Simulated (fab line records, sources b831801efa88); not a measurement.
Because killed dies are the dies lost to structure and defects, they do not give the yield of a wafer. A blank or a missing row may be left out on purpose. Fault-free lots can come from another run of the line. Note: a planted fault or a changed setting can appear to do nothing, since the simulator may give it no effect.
Which of the tools did it? + flow sky130 + 30 wafers from 10 lots sampled at 6 of the route's 708 steps

## WHAT EACH GAUGE READ, for each wafer
SKY_CONTACT_CD_MEAS_14 targets a cd of 170 nm.
| lot  | measured     | on        | cd_nm (nm)        |
|------|--------------|-----------|-------------------|
| L722 | day 31 16:09 | cd_sem-02 | 170.7 169.8 170.5 |
| L724 | day 33 17:47 | cd_sem-02 | 168.4 168.6 168.2 |
| L723 | day 33 19:25 | cd_sem-02 | 167.1 168.9 167.8 |
| L727 | day 33 20:20 | cd_sem-01 | 169.7 170.5 169.7 |
| L729 | day 34 13:05 | cd_sem-02 | 169.4 170.1 170.0 |
| L731 | day 34 16:39 | cd_sem-01 | 169.3 169.8 167.9 |
| L732 | day 35 01:34 | cd_sem-02 | 171.4 169.7 170.2 |
| L736 | day 36 09:19 | cd_sem-02 | 168.8 169.3 170.3 |
| L737 | day 37 00:29 | cd_sem-01 | 170.7 170.2 171.2 |
| L739 | day 37 13:02 | cd_sem-02 | 170.0 171.2 170.2 |

SKY_VIA1_RS_MEAS_22: uses a four-point probe to measure.
| lot  | measured     | on            | VIA1_W_RS (ohm/sq) |
|------|--------------|---------------|--------------------|
| L722 | day 34 02:07 | film_metro-02 | 0.429 0.435 0.422  |
| L724 | day 36 03:23 | film_metro-01 | 0.422 0.420 0.421  |
| L723 | day 36 03:43 | film_metro-03 | 0.433 0.438 0.436  |
| L727 | day 36 06:08 | film_metro-01 | 0.431 0.430 0.435  |
| L729 | day 36 21:45 | film_metro-01 | 0.424 0.424 0.425  |
| L731 | day 37 00:10 | film_metro-02 | 0.427 0.427 0.427  |
| L732 | day 37 09:31 | film_metro-02 | 0.421 0.423 0.429  |
| L736 | day 38 19:34 | film_metro-03 | 0.429 0.422 0.278  |
| L737 | day 39 09:19 | film_metro-01 | 0.434 0.437 0.430  |
| L739 | day 39 19:38 | film_metro-01 | 0.427 0.278 0.279  |

SKY_VIA1_THK_MEAS_23: measures by xrf.
| lot  | measured     | on            | VIA1_W_THK (nm) |
|------|--------------|---------------|-----------------|
| L722 | day 34 02:14 | film_metro-02 | 263 259 267     |
| L724 | day 36 03:29 | film_metro-01 | 269 268 271     |
| L723 | day 36 03:49 | film_metro-03 | 256 253 255     |
| L727 | day 36 06:15 | film_metro-01 | 263 264 260     |
| L729 | day 36 21:51 | film_metro-01 | 267 269 268     |
| L731 | day 37 00:17 | film_metro-02 | 267 266 265     |
| L732 | day 37 09:37 | film_metro-02 | 270 267 265     |
| L736 | day 38 19:40 | film_metro-03 | 258 263 394     |
| L737 | day 39 09:26 | film_metro-01 | 262 261 264     |
| L739 | day 39 19:46 | film_metro-01 | 265 402 402     |

## WHICH TOOL RAN EACH LOT (tool, then ch and the chambers of the sampled wafers, then the start)
| lot  | SKY_POLY_GATE_STRIP_18               | SKY_CONTACT_STRIP_19                 | SKY_VIA1_CVD_21               |
|------|--------------------------------------|--------------------------------------|-------------------------------|
| L722 | plasma_asher-03 ch 0,1, day 16 11:02 | plasma_asher-02 ch 0,1, day 31 16:26 | cvd_w-02 ch 0,1, day 34 02:02 |
| L724 | plasma_asher-03 ch 0, day 18 14:56   | plasma_asher-02 ch 0,1, day 33 18:04 | cvd_w-01 ch 0,1, day 36 03:16 |
| L723 | plasma_asher-02 ch 0,1, day 18 15:37 | plasma_asher-01 ch 0,1, day 33 19:42 | cvd_w-02 ch 0,1, day 36 03:37 |
| L727 | plasma_asher-02 ch 0,1, day 18 20:23 | plasma_asher-02 ch 1, day 33 20:37   | cvd_w-02 ch 0,1, day 36 06:02 |
| L729 | plasma_asher-01 ch 0,1, day 19 13:57 | plasma_asher-02 ch 0,1, day 34 13:22 | cvd_w-01 ch 0,1, day 36 21:39 |
| L731 | plasma_asher-01 ch 0,1, day 19 20:14 | plasma_asher-01 ch 0,1, day 34 16:56 | cvd_w-01 ch 0,1, day 37 00:04 |
| L732 | plasma_asher-03 ch 0,1, day 20 10:19 | plasma_asher-03 ch 0,1, day 35 01:50 | cvd_w-02 ch 0,1, day 37 09:24 |
| L736 | plasma_asher-03 ch 0,1, day 21 23:35 | plasma_asher-01 ch 0,1, day 36 09:36 | cvd_w-02 ch 0,1, day 38 19:28 |
| L737 | plasma_asher-01 ch 0,1, day 22 15:20 | plasma_asher-02 ch 0,1, day 37 00:46 | cvd_w-01 ch 0,1, day 39 09:13 |
| L739 | plasma_asher-02 ch 0,1, day 23 05:56 | plasma_asher-03 ch 0,1, day 37 13:19 | cvd_w-02 ch 0,1, day 39 19:32 |
- SKY_POLY_GATE_STRIP_18: strips in O2/N2.
- SKY_CONTACT_STRIP_19: strips in O2/N2.
- SKY_VIA1_CVD_21: deposits W, target thk 270 nm, time 80.902 s.

## AS READ BY THE TOOLS THEMSELVES (means over the sampled wafers that have a number; for cases with no such wafer, the mark the record gives instead)
SKY_POLY_GATE_STRIP_18.
| lot  | tool            | drypump_motor_current_A (A) | oes_product_au (a.u.) | strip_time_to_endpoint_s (s) |
|------|-----------------|-----------------------------|-----------------------|------------------------------|
| L722 | plasma_asher-03 | 5.7                         | 0.362                 | 3.161                        |
| L724 | plasma_asher-03 | 5.6                         | 0.359                 | 3.174                        |
| L723 | plasma_asher-02 | 5.3                         | 0.362                 | 3.191                        |
| L727 | plasma_asher-02 | 5.6                         | 0.355                 | 3.163                        |
| L729 | plasma_asher-01 | 5.4                         | 0.358                 | 3.183                        |
| L731 | plasma_asher-01 | 5.9                         | 0.360                 | 3.154                        |
| L732 | plasma_asher-03 | 5.7                         | 0.364                 | 3.171                        |
| L736 | plasma_asher-03 | 5.7                         | 0.361                 | 3.175                        |
| L737 | plasma_asher-01 | 5.5                         | 0.358                 | 3.179                        |
| L739 | plasma_asher-02 | 5.3                         | 0.364                 | 3.161                        |

SKY_CONTACT_STRIP_19.
| lot  | tool            | drypump_motor_current_A (A) | oes_product_au (a.u.) | strip_time_to_endpoint_s (s) |
|------|-----------------|-----------------------------|-----------------------|------------------------------|
| L722 | plasma_asher-02 | 5.3                         | 0.386                 | 3.618                        |
| L724 | plasma_asher-02 | 5.6                         | 0.379                 | 3.627                        |
| L723 | plasma_asher-01 | 5.9                         | 0.380                 | 3.606                        |
| L727 | plasma_asher-02 | 5.8                         | 0.379                 | 3.622                        |
| L729 | plasma_asher-02 | 5.3                         | 0.386                 | 3.626                        |
| L731 | plasma_asher-01 | 5.4                         | 0.378                 | 3.623                        |
| L732 | plasma_asher-03 | 5.7                         | 0.386                 | 3.659                        |
| L736 | plasma_asher-01 | 5.8                         | 0.380                 | 3.648                        |
| L737 | plasma_asher-02 | 5.6                         | 0.381                 | 3.629                        |
| L739 | plasma_asher-03 | 5.7                         | 0.382                 | 3.647                        |

SKY_VIA1_CVD_21.
| lot  | tool     | heater_power_w (W) |
|------|----------|--------------------|
| L722 | cvd_w-02 | 832                |
| L724 | cvd_w-01 | 896                |
| L723 | cvd_w-02 | 866                |
| L727 | cvd_w-02 | 884                |
| L729 | cvd_w-01 | 829                |
| L731 | cvd_w-01 | 907                |
| L732 | cvd_w-02 | 881                |
| L736 | cvd_w-02 | 803                |
| L737 | cvd_w-01 | 792                |
| L739 | cvd_w-02 | 873                |

## THE ANSWER, worked out from the rows above alone
Rule: the usual values come from the lots themselves. The widest of any qualifying gaps counts: lots, ordered by their means at a reading, are off when they make up no more than a third of the lots, leave a main group of 4 or more, and stand apart from it by 3 or more times the standard deviation of that group's means. Not used: any main group whose means are identical at the precision the tables above print for the reading. A lot without any number at a reading at which 4 lots or more have one is off too. Any other lot the step has rows for is counted as sound. After the gauges, taken in route order, come the tools' own readings; for these a lot's mean is taken, as printed above. The first step at which some lot is off is used, and at that step the reading that is off furthest; a lot without a number counts as furthest.
Off: L736, L739, at SKY_VIA1_RS_MEAS_22 (VIA1_W_RS). The main group: mean 0.428 ohm/sq, standard deviation 0.0048.
If a tool, at a process step before that reading, ran all the lots that are off and no sound lot after the first of them, it fits. Those tools and the gauges at SKY_VIA1_RS_MEAS_22 are tried in the same way. One fits: SKY_VIA1_CVD_21 on cvd_w-02. Its last sound lot is L732 (day 37 09:24), its first lot that is off L736 (day 38 19:28): a fault that began between those two fits.

## WHAT THE SIMULATOR HAD PUT IN
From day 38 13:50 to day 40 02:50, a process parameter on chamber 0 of cvd_w-02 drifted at SKY_VIA1_CVD_21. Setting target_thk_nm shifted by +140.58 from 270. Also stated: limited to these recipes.
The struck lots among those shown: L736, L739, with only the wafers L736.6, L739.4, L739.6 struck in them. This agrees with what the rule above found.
